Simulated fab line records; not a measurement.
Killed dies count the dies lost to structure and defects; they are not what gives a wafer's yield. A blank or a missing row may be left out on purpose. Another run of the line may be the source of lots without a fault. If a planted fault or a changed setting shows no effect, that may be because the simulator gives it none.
Chamber matching ; flow gf180mcu ; GF_V3_CMP_04 on cmp-02: 4 sister chambers
The step polishes SiO2. 7 wafers are shown with their chamber, then 7 later ones without.

## EACH WAFER AND ITS CHAMBER
wafer;chamber;motor current A (A);time to endpoint s (s)
L232.3;1;14.3;79
L233.4;1;14.1;79
L234.1;0;9.7;76
L234.2;2;13.0;79
L234.5;2;13.8;79
L236.1;0;9.5;80
L236.3;3;10.0;66

## WAFERS WITHOUT THEIR CHAMBER
wafer;motor current A (A);time to endpoint s (s)
L236.6;12.7;77
L237.1;10.8;72
L237.4;9.7;81
L237.6;12.9;82
L239.1;13.3;76
L239.2;10.6;67
L239.5;10.8;71

## EACH ONE'S CHAMBER
wafer;from the rows above;in truth
L236.6;2;2
L237.1;can't be placed: 3 or 0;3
L237.4;0;0
L237.6;can't be placed: 2 or 1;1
L239.1;can't be placed: 2 or 1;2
L239.2;3;3
L239.5;can't be placed: 3 or 0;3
Correctly placed: 3 of 7. These rows do not allow placing 4 (true chamber among the candidates in 4). 0 placed wrongly.
How it was worked out, from the rows above alone: a wafer's distance from a chamber is the root of the sum, over the readings, of the square of ((its reading less the chamber's mean) divided by the reading's scatter). If the next closest chamber is less than 2 further off than the closest, the wafer can't be placed; otherwise it belongs to the closest. Each chamber's mean is taken over the wafers shown for it. The scatter is the square root of a quotient: the sum, over the shown wafers, of each reading's squared deviation from its chamber's mean, divided by wafers minus chambers.
